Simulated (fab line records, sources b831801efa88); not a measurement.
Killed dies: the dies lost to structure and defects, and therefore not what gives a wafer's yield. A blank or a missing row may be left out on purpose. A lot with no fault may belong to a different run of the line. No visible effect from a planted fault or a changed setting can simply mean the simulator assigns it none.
Code-filled problem report in 8D (eight disciplines) form || flow gf180mcu || the parts of the form that need people (team, actions taken, sign-off) are left out

1. WHAT WENT WRONG
V2_W_RS at GF_V2_RS_MEAS_24 reads a mean of 0.866 ohm/sq on 4 wafers of 3 lots; wafers without a fault read 0.328 ohm/sq with a standard deviation of 0.0032. That is +99 or more standard deviations from the usual mean.
The step: measures by four-point-probe.
Earliest sighting: wafer L242.6 on film metro-02 at day 24 16:51. The record holds 30 wafers of 11 lots with a number at this step. The rule behind "out" and "out of limits": a value lying over 4 standard deviations away from the usual mean. The other wafers with a number count as sound.

2. WHAT IT IS, WHAT IT ISN'T
{"question": "which readings at this step", "is": "V2_W_RS", "is not": "-"}
{"question": "which lots", "is": "L242, L243, L245", "is not": "L230, L234, L235, L239, L240, L241, L252, L253"}
{"question": "which wafers of those lots", "is": "L242.6, L243.4, L243.6, L245.6", "is not": "L242.3, L245.1"}
{"question": "read on which gauges", "is": "film metro-02, film metro-03", "is not": "film metro-04"}
{"question": "when", "is": "from day 24 16:51", "is not": "up to then (19 sound wafers); but 7 sound wafers of L245, L252, L253 came after"}

3. WHAT RULES OUT EACH SUSPECT
Counting: any tool at a process step up to the reading remains a suspect provided it ran every lot that is out. Sound lots after the first of them don't rule it out here, since some wafers of a struck lot are sound.
- the gauge at GF_V2_RS_MEAS_24 has been ruled out. 2 gauges (film metro-02, film metro-03) read the wafers that are out.
- rie diel-01 at GF_V2_ETCH_17 (etches SiO2 in C4F8/O2/Ar, stops on TiN, target depth 630 nm): kept. It ran every lot that is out, first L242 (day 24 16:05). With no start given for some of its lots, GF_V2_ETCH_17 uses the hours and lot order of GF_V2_STRIP_18.
- cvd w-01 at GF_V2_CVD_23 (deposits W, target thk 350 nm, time 104.94 s): kept. Every lot that is out went through it, the first being L242 (day 24 16:44); the last sound lot it ran before that was L241 (day 24 05:38).
The count leaves cvd w-01 at GF_V2_CVD_23 and rie diel-01 at GF_V2_ETCH_17.

4. THE CAUSE (what the simulator had put in)
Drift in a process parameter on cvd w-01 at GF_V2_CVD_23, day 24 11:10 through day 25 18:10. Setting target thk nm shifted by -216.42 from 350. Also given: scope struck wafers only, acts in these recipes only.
After counting, 2 suspects remain, this tool included.

5. THE EFFECT CHAIN, in route order
One row per reading whose mean, taken over the struck wafers that have a number, lies over 3 standard deviations from the usual. Readings are gone through only where the record gives a usual standard deviation; hours: the median, over the lots, of the time from a lot's start at the first step in this table giving one to that lot's start at this step; sigmas: the change measured in usual standard deviations.
{"hours": 0, "step": "GF_V2_RS_MEAS_24", "reading": "V2_W_RS", "usual": "0.328 ohm/sq", "on struck wafers": 0.866, "change": "+0.538", "sigmas": "+99 or more"}
{"hours": 0, "step": "GF_V2_THK_MEAS_25", "reading": "V2_W_THK", "usual": "372 nm", "on struck wafers": 140, "change": -232, "sigmas": -41}
{"hours": 0, "step": "GF_V2_CMP_26", "reading": "time to endpoint s", "usual": "85 s", "on struck wafers": 36, "change": -50, "sigmas": -11}
Process steps it contains:
- GF_V2_CMP_26: polishes, stops on SiO2, t overpolish 15 s, target thk 0 nm.

6. HOW IT WOULD HAVE BEEN CAUGHT EARLIER
The first out-of-limits reading at a measuring or inspecting step in this record came at day 24 16:51, 6 hours after the fault's start at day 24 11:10.
An alarm limit of 4 standard deviations would not have fired on the tool readings at GF_V2_CVD_23 for which the record gives a usual standard deviation, since none of them was out on any struck wafer.
L243, L245, from the lots that are out (3), started GF_V2_CVD_23 on cvd w-01 later than day 24 16:51. A hold on the tool at that time would have spared those 2.
